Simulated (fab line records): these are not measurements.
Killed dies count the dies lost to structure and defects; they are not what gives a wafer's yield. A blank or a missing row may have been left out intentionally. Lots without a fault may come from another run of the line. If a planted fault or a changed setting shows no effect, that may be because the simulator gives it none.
Which of the tools did it? :: flow sky130 :: 7 lots, 21 wafers sampled, at 1 step of a route of 708

WHAT THE GAUGES READ, wafer by wafer
SKY_LDD_HVN_TW_MEAS_10.
lot: L220
measured: day 20 14:40
on: film metro-04
LDD_HVN_TW: 1434 1440 1450

lot: L225
measured: day 22 14:11
on: film metro-01
LDD_HVN_TW: 1443 1438 1437

lot: L233
measured: day 25 21:24
on: film metro-02
LDD_HVN_TW: 1429 1445 1456

lot: L235
measured: day 26 04:58
on: film metro-02
LDD_HVN_TW: 1437 1431 1434

lot: L236
measured: day 26 16:16
on: film metro-04
LDD_HVN_TW: 1431 1436 1437

lot: L239
measured: day 27 07:55
on: film metro-02
LDD_HVN_TW: 1435 1442 1434

lot: L242
measured: day 28 09:00
on: film metro-02
LDD_HVN_TW: 1435 1434 1430

EACH LOT AND THE TOOL THAT RAN IT (in order: tool; ch and the chambers of the sampled wafers; start)
Record: no process step prior to these readings.

THE ANSWER, worked out from the rows above alone
Rule: the lots themselves supply what counts as usual. Put in order of their means at a reading, lots are off if they are a third of the lots or fewer, leave a main group of 4 or more, and stand apart from it by a gap of 3 or more times the standard deviation of the main group's means; of several such gaps the widest counts. If all means in a main group match to the digits the tables above print for the reading, that group is not used. A lot without any number at a reading at which 4 lots or more have one is off too. All remaining lots with rows at the step are treated as sound.
Nothing can be told from this: no lot is off at any reading shown.

WHAT HAD BEEN PUT IN BY THE SIMULATOR
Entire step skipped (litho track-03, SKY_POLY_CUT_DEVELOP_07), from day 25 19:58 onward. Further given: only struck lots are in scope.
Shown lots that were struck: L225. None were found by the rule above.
